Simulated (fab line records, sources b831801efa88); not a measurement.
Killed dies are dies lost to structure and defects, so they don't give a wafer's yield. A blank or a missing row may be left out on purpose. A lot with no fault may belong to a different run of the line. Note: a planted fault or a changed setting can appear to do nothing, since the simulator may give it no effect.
Problem report, 8D (eight disciplines) form, completed by code + flow sky130 + the parts of the form that need people (team, actions taken, sign-off) are left out

## 1. THE ISSUE
killed-at-contacts at SKY_PAD_OPEN_PROBE_99 reads a mean of 74 on 4 wafers of 2 lots; wafers without a fault read 25 with a standard deviation of 5.7. Measured from the usual mean, that is +8.6 standard deviations.
First seen on wafer L474.1, day 49 11:59, on prober-01. The record has a number at this step for 12 wafers belonging to 4 lots. By rule, "out" or "out of limits" means more than 4 standard deviations away from the usual mean. The other wafers with a number count as sound.

## 2. WHAT IT IS, WHAT IT ISN'T
| question                    | is                              | is not                                                                          |
|-----------------------------|---------------------------------|---------------------------------------------------------------------------------|
| which readings at this step | killed-at-contacts, killed-dies | killed_at_M0_to_M3, killed_at_M4_up, killed-at-other, killed-open, killed-short |
| which lots                  | L474, L476                      | L463, L472                                                                      |
| which wafers of those lots  | L474.1, L474.4, L476.3, L476.5  | L474.3, L476.6                                                                  |
| read on which tools         | prober-01                       | prober-02                                                                       |
| when                        | from day 49 11:59               | up to then (6 sound wafers); but 2 sound wafers of L474, L476 came after        |

## 3. WHAT RULES OUT EACH SUSPECT
Counting: any tool at a process step up to the reading remains a suspect provided it ran every lot that is out. Sound lots after the first of them don't rule it out here, since some wafers of a struck lot are sound.
- hdpcvd-02 at SKY_LI_CONTACT_HDPCVD_00 (deposits PSG, target thk 930 nm, time 155 s): kept. Every lot that is out went through it, the first being L474 (day 32 22:43); the last sound lot it ran before that was L472 (day 32 10:02).
- rie-metal-03 at SKY_CAP2M_METAL_ETCH_13 (etches TiN in Cl2/BCl3, stops on SiO2, target depth 220 nm, time 62.9 s): kept. Every lot that is out went through it, the first being L474 (day 45 00:30); the last sound lot it ran before that was L463 (day 41 22:47).
- plasma-asher-02 at SKY_VIA4_STRIP_13 (strips in O2/N2): kept. Every lot that is out went through it, the first being L474 (day 46 21:05); the last sound lot it ran before that was L463 (day 43 23:37).
- prober-01 at SKY_PAD_OPEN_PROBE_99: kept. Every lot that is out went through it, the first being L474 (day 49 11:59); the last sound lot it ran before that was L472 (day 49 00:02). Out on those wafers are its own readings of killed-at-contacts, killed-dies.
Left after counting: hdpcvd-02 at SKY_LI_CONTACT_HDPCVD_00, rie-metal-03 at SKY_CAP2M_METAL_ETCH_13, plasma-asher-02 at SKY_VIA4_STRIP_13, prober-01 at SKY_PAD_OPEN_PROBE_99.

## 4. THE CAUSE (what the simulator had put in)
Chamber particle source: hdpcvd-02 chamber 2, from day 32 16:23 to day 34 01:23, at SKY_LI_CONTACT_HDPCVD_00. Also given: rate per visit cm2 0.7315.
This tool is one of the 4 suspects left after counting.

## 5. THE EFFECT CHAIN, in route order
Each row: a reading whose mean over the struck wafers that have a number lies more than 3 standard deviations from the usual. Readings are gone through only where the record gives a usual standard deviation; hours: the median, over the lots, of the time from a lot's start at the first step in this table giving one to that lot's start at this step; sigmas: the change measured in usual standard deviations.
| hours | step                  | reading            | usual | on struck wafers | change | sigmas |
|-------|-----------------------|--------------------|-------|------------------|--------|--------|
| 0     | SKY_PAD_OPEN_PROBE_99 | killed-at-contacts | 25    | 74               | +49    | +8.6   |
| 0     | SKY_PAD_OPEN_PROBE_99 | killed-dies        | 86    | 132              | +46    | +4.9   |
The process steps in it:
- SKY_PAD_OPEN_PROBE_99

## 6. HOW IT WOULD HAVE BEEN CAUGHT EARLIER
404 hours passed between the start of the fault at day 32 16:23 and the first reading out of limits in this record, taken at day 49 11:59.
All the lots that are out (2) had begun SKY_LI_CONTACT_HDPCVD_00 on hdpcvd-02 by day 49 11:59. Holding the tool at that point would not have protected any of them.
